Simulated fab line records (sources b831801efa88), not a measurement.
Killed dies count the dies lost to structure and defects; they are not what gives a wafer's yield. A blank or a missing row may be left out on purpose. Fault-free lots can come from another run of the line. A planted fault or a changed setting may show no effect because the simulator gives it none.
fab line records	flow sfq_line
record lots=13	wafers=39	last_day=92
route steps=325 shown R5@225 I5@236 C5@249 M7@282
lots that met no fault: from a run of the same line without faults
start_h: start of the lot's first displayed wafer, in hours after the record's first day	wait_h: hours from the lot's prior step to this one	" the same as in the row above	L1.1+2: several wafers, shown together as one row	- no value present, or no start provided	* or withheld: withheld	< > ~ a bound
route shown NAME@n: a module of which the file shows steps, and the number in the route of the first	usual: the fault-free wafers' mean and standard deviation	same: alike in all rows	chamber/n: place in a boat	sites: per-site readings	_std_site: the standard deviation of these	_edge_site: inner sites' mean taken away from outer sites' mean	radius_mm: how far each site lies from the wafer's centre	mask NAME#n: copy n	behind: the last tool/chamber to shape the wafer	hold: reason for holding the lot/hours on hold/outcome of the hold	device: which transistor (n, p or np) failed to switch	end of line: at the end of the route, the tests of the same wafers	where a step has no rows: the recipe by itself	killed: dies that structure and defects cost at the first sort, which is not the same as the wafer's yield	map: a wafer's dies, marking killed ones x, the rest . and places with no die _
set.NAME: the setting that was run; set.NAME@STEP: the one run at that earlier step	model.NAME: the simulator's own value behind a step, which no gauge read
steps of the route over a sample of lots; a table a step, a row a wafer
services: from which hour (start_h, from the record's first day; less than 0 if before it) a tool's chamber was out of use, for how many hours, and why
## steps
# step SFQ_TRILAYER_R5_ETCH_METAL_ETCH_139
# recipe stop_on=SiO2	mask_material=PR	chemistry=Cl2	target_depth_nm=60	icp_w=600	bias_w=80	pressure_mtorr=10	time_s=40
# usual drypump_motor_current_A=5.7/0.42	oes_product_au=0.989/0.0091
# same time_s=40
lot.wafer	tool	chamber	start_h	wait_h	drypump_motor_current_A	oes_product_au	rf_hours_counter_h
L152.1	rie_metal-03	1	1637.57	0.0	5.2	0.990	74
L152.2	"	0	"	"	5.9	0.994	90
L152.5	"	1	"	"	5.2	0.996	-
L155.1	rie_metal-03	0	1643.57	0.0	5.9	0.995	91
L155.4	"	0	"	"	6.0	0.998	-
L155.5	"	1	"	"	5.2	0.991	-
L156.2	rie_metal-02	1	1644.77	0.0	6.3	0.998	12
L156.4	"	0	"	"	5.5	0.988	-
L156.5	"	1	"	"	6.3	0.998	-
L157.1	rie_metal-03	1	1649.57	0.0	5.2	0.996	75
L157.3	"	1	"	"	5.2	0.984	-
L157.5	"	1	"	"	5.2	0.987	-
L158.1	rie_metal-01	0	1658.01	0.0	5.3	0.968	51
L158.2	"	1	"	"	6.0	0.991	56
L158.4	"	1	"	"	6.0	0.990	-
L159.2	rie_metal-01	1	1669.26	0.0	6.0	0.982	58
L159.4	"	1	"	"	6.0	0.989	-
L159.5	"	1	"	"	6.0	0.981	-
L161.2	rie_metal-03	0	1714.53	0.0	5.9	0.997	103
L161.3	"	1	"	"	5.2	0.983	-
L161.5	"	1	"	"	5.1	0.994	-
L163.1	rie_metal-03	1	1808.18	0.1	5.1	0.993	101
L163.3	"	1	"	"	5.2	0.984	-
L163.6	"	1	"	"	5.1	0.991	-
L167.1	rie_metal-01	1	1825.17	0.0	6.0	0.993	77
L167.5	"	1	"	"	6.0	0.994	-
L167.6	"	0	"	"	5.3	0.978	-
L168.1	rie_metal-03	1	1832.37	0.0	5.1	0.993	106
L168.2	"	0	"	"	5.9	1.002	114
L168.5	"	0	"	"	6.0	0.992	-
L169.3	rie_metal-02	1	1841.99	0.0	6.3	1.001	-
L169.4	"	0	"	"	5.5	0.995	-
L169.5	"	0	"	"	5.5	0.993	-
L172.3	rie_metal-01	1	1860.10	0.0	6.0	1.005	-
L172.5	"	1	"	"	6.0	0.998	-
L172.6	"	0	"	"	5.3	0.985	-
L174.1	rie_metal-01	0	1868.48	0.0	5.3	0.974	78
L174.2	"	1	"	"	6.0	0.988	84
L174.6	"	1	"	"	6.0	0.989	-
# step SFQ_TRILAYER_I5_BARC_OPEN_VIA_ETCH_200
# recipe mask_material=PR	chemistry=O2	target_depth_nm=125	target=BARC	source_w=500	bias_w=80	pressure_mtorr=30	time_s=41.7
# usual drypump_motor_current_A=5.4/0.39	oes_product_au=0.685/0.0045
# same time_s=41.7
lot.wafer	tool	chamber	start_h	wait_h	drypump_motor_current_A	oes_product_au	rf_hours_counter_h
L152.1	rie_diel-03	0	1645.91	0.0	5.3	0.682	13
L152.2	"	3	"	"	5.5	0.689	11
L152.5	"	1	"	"	4.8	0.679	-
L155.1	rie_diel-03	3	1650.71	0.0	5.5	0.685	11
L155.4	"	0	"	"	5.3	0.696	13
L155.5	"	3	"	"	5.5	0.687	-
L156.2	rie_diel-01	2	1651.91	0.0	5.7	0.696	4
L156.4	"	0	"	"	5.9	0.682	6
L156.5	"	3	"	"	4.9	0.692	-
L157.1	rie_diel-03	0	1653.11	0.0	5.3	0.678	13
L157.3	"	3	"	"	5.6	0.683	12
L157.5	"	1	"	"	4.8	0.682	-
L158.1	rie_diel-04	3	1662.35	0.0	5.6	0.687	0
L158.2	"	1	"	"	5.2	0.690	1
L158.4	"	2	"	"	5.4	0.676	2
L159.2	rie_diel-04	1	1672.92	0.0	5.2	0.686	1
L159.4	"	0	"	"	5.9	0.691	19
L159.5	"	1	"	"	5.2	0.690	-
L161.2	rie_diel-01	2	1728.54	0.0	5.7	0.687	5
L161.3	"	1	"	"	6.0	0.679	10
L161.5	"	1	"	"	6.0	0.684	-
L163.1	rie_diel-04	1	1811.98	0.0	5.2	0.687	3
L163.3	"	0	"	"	5.8	0.688	1
L163.6	"	0	"	"	5.8	0.686	-
L167.1	rie_diel-04	2	1855.96	0.0	5.4	0.680	5
L167.5	"	3	"	"	5.6	0.686	-
L167.6	"	0	"	"	5.8	0.688	-
L168.1	rie_diel-01	1	1857.16	0.0	6.1	0.680	13
L168.2	"	2	"	"	5.7	0.687	8
L168.5	"	3	"	"	4.9	0.685	-
L169.3	rie_diel-03	3	1858.36	0.0	5.5	0.678	15
L169.4	"	0	"	"	5.3	0.681	-
L169.5	"	3	"	"	5.5	0.687	-
L172.3	rie_diel-04	0	1877.68	0.0	5.8	0.694	2
L172.5	"	0	"	"	5.8	0.688	-
L172.6	"	3	"	"	5.6	0.693	-
L174.1	rie_diel-01	2	1885.88	0.0	5.7	0.693	9
L174.2	"	0	"	"	5.9	0.683	10
L174.6	"	3	"	"	4.8	0.684	-
# step SFQ_TRILAYER_C5_STRIP_STRIP_155
# recipe gas=O2	power_w=200	platen_temp_c=40	overash_fraction=0.65	chemistry=O2	pressure_mtorr=50
# usual drypump_motor_current_A=5.5/0.33	oes_product_au=1.000/0.014
lot.wafer	tool	chamber	start_h	wait_h	drypump_motor_current_A	oes_product_au	rf_hours_counter_h
L152.1	rie_metal-04	1	1717.54	-	5.5	0.985	103
L152.2	"	0	"	"	5.4	1.018	23
L152.5	"	1	"	"	5.5	0.985	-
L155.1	rie_metal-03	1	1738.23	-	5.2	0.994	90
L155.4	"	0	"	"	6.0	1.018	-
L155.5	"	1	"	"	5.1	0.988	-
L156.2	rie_metal-01	1	1741.83	-	6.0	0.998	68
L156.4	"	0	"	"	5.3	0.983	-
L156.5	"	1	"	"	6.0	1.000	-
L157.1	rie_metal-04	1	1746.50	-	5.5	0.987	107
L157.3	"	0	"	"	5.4	1.005	-
L157.5	"	0	"	"	5.4	1.015	-
L158.1	rie_metal-04	0	1756.10	-	5.4	1.003	29
L158.2	"	1	"	"	5.5	0.982	108
L158.4	"	1	"	"	5.5	0.981	-
L159.2	rie_metal-01	1	1757.42	-	6.0	0.990	70
L159.4	"	0	"	"	5.3	0.974	-
L159.5	"	1	"	"	6.0	0.999	-
L161.2	rie_metal-03	0	1759.82	-	5.9	1.020	109
L161.3	"	0	"	"	5.9	1.015	-
L161.5	"	1	"	"	5.1	0.996	-
L163.1	rie_metal-01	0	1831.38	-	5.3	0.978	72
L163.3	"	1	"	"	6.0	0.997	-
L163.6	"	0	"	"	5.3	0.977	-
L167.1	rie_metal-03	1	1871.77	-	5.2	1.003	113
L167.5	"	1	"	"	5.1	0.994	-
L167.6	"	0	"	"	5.9	1.008	-
L168.1	rie_metal-03	1	1872.97	-	5.2	0.996	114
L168.2	"	0	"	"	5.9	1.002	122
L168.5	"	0	"	"	5.9	1.002	-
L169.3	rie_metal-01	0	1874.37	-	5.3	0.962	-
L169.4	"	1	"	"	6.0	1.004	-
L169.5	"	0	"	"	5.3	0.973	-
L172.3	rie_metal-03	1	1894.57	-	5.1	1.005	-
L172.5	"	0	"	"	5.9	1.019	-
L172.6	"	1	"	"	5.1	1.012	-
L174.1	rie_metal-01	0	1899.17	-	5.3	0.978	84
L174.2	"	1	"	"	6.0	1.012	90
L174.6	"	1	"	"	6.0	1.015	-
# step SFQ_TRILAYER_M7_DEP_SPUTTER_175
# recipe material=Nb	base_pressure_pa=1.33e-06	chamber_pressure_pa=0.1333	substrate_temp_c=20	target_thk_nm=200	power_w=2000	time_s=133.3
# usual base_pressure_pa=1.34e-06/1e-07	throttle_valve_pct=29.9/1.3
lot.wafer	tool	chamber	start_h	wait_h	base_pressure_pa	throttle_valve_pct
L152.1	pvd_sputter-05	-	1740.77	0.0	1.32e-06	31.4
L152.2	"	-	"	"	1.43e-06	31.2
L152.5	"	-	"	"	1.31e-06	31.1
L155.1	pvd_sputter-04	-	1835.66	0.0	1.3e-06	30.5
L155.4	"	-	"	"	1.3e-06	30.1
L155.5	"	-	"	"	1.49e-06	27.1
L156.2	pvd_sputter-05	-	1845.37	0.0	1.39e-06	31.1
L156.4	"	-	"	"	1.41e-06	31.7
L156.5	"	-	"	"	1.27e-06	28.1
L157.1	pvd_sputter-03	-	1846.57	0.0	1.36e-06	28.0
L157.3	"	-	"	"	1.45e-06	30.7
L157.5	"	-	"	"	1.29e-06	29.6
L158.1	pvd_sputter-05	-	1930.01	0.0	1.32e-06	30.9
L158.2	"	-	"	"	1.33e-06	31.0
L158.4	"	-	"	"	1.5e-06	31.4
L159.2	pvd_sputter-03	-	1933.59	0.0	1.51e-06	29.6
L159.4	"	-	"	"	1.3e-06	30.4
L159.5	"	-	"	"	1.21e-06	29.7
L161.2	pvd_sputter-03	-	1938.39	0.0	1.27e-06	30.7
L161.3	"	-	"	"	1.34e-06	27.9
L161.5	"	-	"	"	1.37e-06	30.7
L163.1	pvd_sputter-03	-	1992.87	0.0	1.31e-06	30.8
L163.3	"	-	"	"	1.33e-06	27.8
L163.6	"	-	"	"	1.44e-06	29.4
L167.1	pvd_sputter-03	-	2006.09	0.0	1.29e-06	29.7
L167.5	"	-	"	"	1.32e-06	29.7
L167.6	"	-	"	"	1.54e-06	29.6
L168.1	pvd_sputter-05	-	2007.72	0.0	1.38e-06	30.9
L168.2	"	-	"	"	1.09e-06	31.5
L168.5	"	-	"	"	1.29e-06	31.6
L169.3	pvd_sputter-04	-	2010.72	0.0	1.33e-06	29.9
L169.4	"	-	"	"	1.32e-06	29.9
L169.5	"	-	"	"	1.33e-06	30.2
L172.3	pvd_sputter-05	-	2024.04	0.0	1.35e-06	31.3
L172.5	"	-	"	"	1.41e-06	31.5
L172.6	"	-	"	"	1.26e-06	31.1
L174.1	pvd_sputter-04	-	2026.44	0.0	1.45e-06	30.2
L174.2	"	-	"	"	1.23e-06	27.3
L174.6	"	-	"	"	1.53e-06	30.3
# step SFQ_M7_RS_MEAS_943
# recipe thk_meas_gauge=four-point-probe	reads=Nb_of_TRILAYER_M7_DEP_SPUTTER_175
# usual M7_NB_RS=0.887/0.011
lot.wafer	tool	chamber	start_h	wait_h	M7_NB_RS[ohm/sq]
L152.1	film_metro-04	-	1740.86	0.0	0.913
L152.2	"	-	"	"	0.910
L152.5	"	-	"	"	0.914
L155.1	film_metro-04	-	1835.75	0.0	0.884
L155.4	"	-	"	"	0.869
L155.5	"	-	"	"	0.897
L156.2	film_metro-04	-	1845.49	0.1	0.880
L156.4	"	-	"	"	0.884
L156.5	"	-	"	"	0.873
L157.1	film_metro-03	-	1846.67	0.0	0.887
L157.3	"	-	"	"	0.881
L157.5	"	-	"	"	0.885
L158.1	film_metro-03	-	1930.10	0.0	0.889
L158.2	"	-	"	"	0.905
L158.4	"	-	"	"	0.877
L159.2	film_metro-02	-	1933.71	0.1	0.887
L159.4	"	-	"	"	0.880
L159.5	"	-	"	"	0.895
L161.2	film_metro-03	-	1938.51	0.1	0.859
L161.3	"	-	"	"	0.887
L161.5	"	-	"	"	0.858
L163.1	film_metro-03	-	1992.96	0.0	0.881
L163.3	"	-	"	"	0.896
L163.6	"	-	"	"	0.891
L167.1	film_metro-03	-	2006.18	0.0	0.659
L167.5	"	-	"	"	0.888
L167.6	"	-	"	"	0.656
L168.1	film_metro-03	-	2007.81	0.0	0.887
L168.2	"	-	"	"	0.883
L168.5	"	-	"	"	0.887
L169.3	film_metro-04	-	2010.85	0.1	0.877
L169.4	"	-	"	"	0.886
L169.5	"	-	"	"	0.894
L172.3	film_metro-04	-	2024.17	0.1	0.901
L172.5	"	-	"	"	0.887
L172.6	"	-	"	"	0.897
L174.1	film_metro-03	-	2026.53	0.0	0.887
L174.2	"	-	"	"	0.899
L174.6	"	-	"	"	0.886
# step SFQ_TRILAYER_M7_ETCH_METAL_ETCH_180
# recipe target=Nb	stop_on=SiO2	mask_material=PR	chemistry=Cl2/Ar	target_depth_nm=240	icp_w=600	bias_w=80	pressure_mtorr=10	time_s=120
# usual drypump_motor_current_A=5.7/0.39	oes_product_au=0.897/0.0077
# same time_s=120
lot.wafer	tool	chamber	start_h	wait_h	drypump_motor_current_A	oes_product_au	rf_hours_counter_h
L152.1	rie_metal-02	0	1827.57	0.0	5.5	0.887	15
L152.2	"	1	"	"	6.3	0.888	41
L152.5	"	1	"	"	6.3	0.884	-
L155.1	rie_metal-01	1	1915.28	0.0	6.0	0.902	93
L155.4	"	1	"	"	6.0	0.910	-
L155.5	"	1	"	"	6.0	0.892	-
L156.2	rie_metal-02	1	1924.30	0.0	6.3	0.907	60
L156.4	"	1	"	"	6.3	0.902	-
L156.5	"	1	"	"	6.3	0.908	-
L157.1	rie_metal-02	0	1925.50	0.0	5.6	0.888	33
L157.3	"	0	"	"	5.5	0.899	-
L157.5	"	0	"	"	5.5	0.896	-
L158.1	rie_metal-04	1	2007.42	0.0	5.5	0.895	28
L158.2	"	0	"	"	5.4	0.884	72
L158.4	"	1	"	"	5.5	0.904	-
L159.2	rie_metal-02	0	2013.55	0.0	5.5	0.904	40
L159.4	"	0	"	"	5.5	0.898	-
L159.5	"	1	"	"	6.3	0.885	-
L161.2	rie_metal-04	0	2021.95	0.0	5.4	0.904	73
L161.3	"	0	"	"	5.4	0.904	-
L161.5	"	1	"	"	5.5	0.912	-
L163.1	rie_metal-04	0	2084.35	0.0	5.4	0.904	80
L163.3	"	0	"	"	5.4	0.898	-
L163.6	"	0	"	"	5.4	0.897	-
L167.1	rie_metal-04	1	2096.79	0.0	5.5	1.005	38
L167.5	"	0	"	"	5.4	0.896	-
L167.6	"	1	"	"	5.5	0.996	-
L168.1	rie_metal-01	1	2099.19	0.0	6.0	0.893	113
L168.2	"	0	"	"	5.3	0.892	110
L168.5	"	0	"	"	5.3	0.900	-
L169.3	rie_metal-02	1	2100.44	0.1	6.3	0.903	-
L169.4	"	0	"	"	5.5	0.903	-
L169.5	"	1	"	"	6.3	0.891	-
L172.3	rie_metal-04	0	2112.44	0.1	5.4	0.882	-
L172.5	"	1	"	"	5.5	0.893	-
L172.6	"	0	"	"	5.4	0.893	-
L174.1	rie_metal-01	1	2115.99	0.0	6.0	0.902	115
L174.2	"	0	"	"	5.3	0.898	112
L174.6	"	0	"	"	5.3	0.894	-
## services
tool	chamber	start_h	hours	kind
rie_metal-02	1	1615.20	3.7	repair
rie_metal-03	-	1622.14	0.2	repair
rie_metal-04	-	1642.61	1.8	repair
rie_diel-04	2	1649.89	8.6	repair
rie_metal-04	-	1679.48	15.6	pm
pvd_sputter-03	-	1740.14	6.9	repair
rie_metal-01	0	1752.37	4.8	repair
rie_metal-01	-	1773.49	4.3	pm
rie_metal-03	0	1786.01	32.8	repair
pvd_sputter-05	-	1821.19	1.2	repair
rie_metal-04	-	1843.62	1.9	repair
pvd_sputter-03	-	1847.78	10.1	repair
rie_metal-02	-	1851.52	1.2	repair
rie_metal-04	-	1862.44	2.8	pm
rie_metal-03	-	1885.53	0.5	repair
rie_metal-02	0	1911.90	3.8	repair
rie_metal-02	0	1945.48	14.1	repair
rie_metal-02	-	1955.64	28.1	pm
rie_metal-02	-	1984.01	2.4	repair
rie_metal-01	0	1990.25	18.5	repair
rie_metal-04	-	2016.94	2.7	repair
rie_metal-04	-	2052.29	1.1	repair
rie_metal-01	1	2072.65	26.4	repair
rie_metal-03	-	2116.05	0.8	repair
## key
first_sign step=SFQ_M7_RS_MEAS_943	reading=M7_NB_RS	direction=down	sigmas=22	usual=0.887	struck=0.658
effect step=SFQ_TRILAYER_M7_ETCH_METAL_ETCH_180	reading=oes_product_au	direction=up	sigmas=13	usual=0.897	struck=1.001
met_at SFQ_TRILAYER_M7_DEP_SPUTTER_175
struck_lots L167
struck_wafers L167.1,L167.6
not_acting_at SFQ_TRILAYER_R5_ETCH_METAL_ETCH_139,SFQ_TRILAYER_I5_BARC_OPEN_VIA_ETCH_200,SFQ_TRILAYER_C5_STRIP_STRIP_155
onset_between 1846.57 2006.09
fault kind=process_parameter_drift	tool=pvd_sputter-03	chamber=-	onset_h=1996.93	steps=SFQ_TRILAYER_M7_DEP_SPUTTER_175	channel=target_thk_nm	offset=66.597	shape=step	end_h=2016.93	acts_in=these_recipes_only	stated=200	scope=struck_wafers_only
